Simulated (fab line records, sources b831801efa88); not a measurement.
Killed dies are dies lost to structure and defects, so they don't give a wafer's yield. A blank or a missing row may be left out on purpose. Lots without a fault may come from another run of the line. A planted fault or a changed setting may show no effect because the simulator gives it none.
Problem report in the 8D (eight disciplines) form, filled by code | flow sky130 | the parts of the form that need people (team, actions taken, sign-off) are left out

1. THE PROBLEM
POLY_GATE_OXIDATION_THK at SKY_POLY_GATE_THK_MEAS_21 reads a mean of 3.34 nm on 6 wafers of 2 lots; wafers without a fault read 3.98 nm with a standard deviation of 0.09. That is -7.1 standard deviations from the usual mean.
First seen on wafer L155.1, day 18 12:59, on film_metro-03. The record holds 36 wafers of 12 lots with a number at this step. Rule for "out", or "out of limits": more than 4 standard deviations from the usual mean. The other wafers with a number count as sound.

2. WHAT IT IS AND WHAT IT IS NOT
question                    | is                           | is not
which readings at this step | POLY_GATE_OXIDATION_THK      | -
which lots                  | L155, L156                   | L149, L164, L165, L166, L167, L168, L169, L170, L171, L172
which wafers of those lots  | all that have a number       | -
read on which gauges        | film_metro-02, film_metro-03 | film_metro-04
when                        | from day 18 12:59            | up to then (3 sound wafers); but 27 sound wafers of L164, L165, L166, L167, L168, L169, L170, L171, L172 came after

3. SUSPECTS, AND WHAT RULES EACH OUT
Counting: a tool at a process step up to the reading stays a suspect if it ran every lot that is out and no sound lot after the first of them.
- the gauge at SKY_POLY_GATE_THK_MEAS_21: ruled out. The wafers that are out were read on 2 gauges (film_metro-02, film_metro-03).
- furnace-02 at SKY_POLY_GATE_OXIDATION_20 (stabilise 600 s, purge 300 s, target thk 4 nm): ruled out as a lasting fault. Sound lots L166, L167, L170 ran on it after its first lot that is out, L155 (day 18 11:44).
Left after counting: nothing in the record.

4. THE CAUSE (what the simulator had put in)
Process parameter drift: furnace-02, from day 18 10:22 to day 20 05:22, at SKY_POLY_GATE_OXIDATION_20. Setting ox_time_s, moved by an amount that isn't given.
Counting ruled it out, wrongly: the rule takes a fault to strike every lot that its tool runs from its start on, and this one did not.

5. THE CHAIN OF EFFECTS, in route order
Each row: a reading whose mean over the struck wafers that have a number lies more than 3 standard deviations from the usual. Only readings for which the record gives a usual standard deviation are gone through. hours: the time from each lot's start at the first step in this table that gives one to its start at this step, as a median over the lots. sigmas: the change in usual standard deviations.
hours | step                      | reading                 | usual   | on struck wafers | change | sigmas
0     | SKY_POLY_GATE_THK_MEAS_21 | POLY_GATE_OXIDATION_THK | 3.98 nm | 3.34             | -0.64  | -7.1
Later measuring or inspecting steps at which every struck wafer that the step has a row for has a number for every such reading, and none has moved that far: SKY_LDD_P_OVL_MEAS_08, SKY_LOCAL_INTERCONNECT_CD_MEAS_11.

6. WHAT WOULD HAVE CAUGHT IT SOONER
In this record the first reading out of limits at a measuring or inspecting step was taken at day 18 12:59, 3 hours after the fault began at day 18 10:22.
Of the tool readings at SKY_POLY_GATE_OXIDATION_20 for which the record gives a usual standard deviation, none was out on any struck wafer, so an alarm limit of 4 standard deviations on them would not have fired.
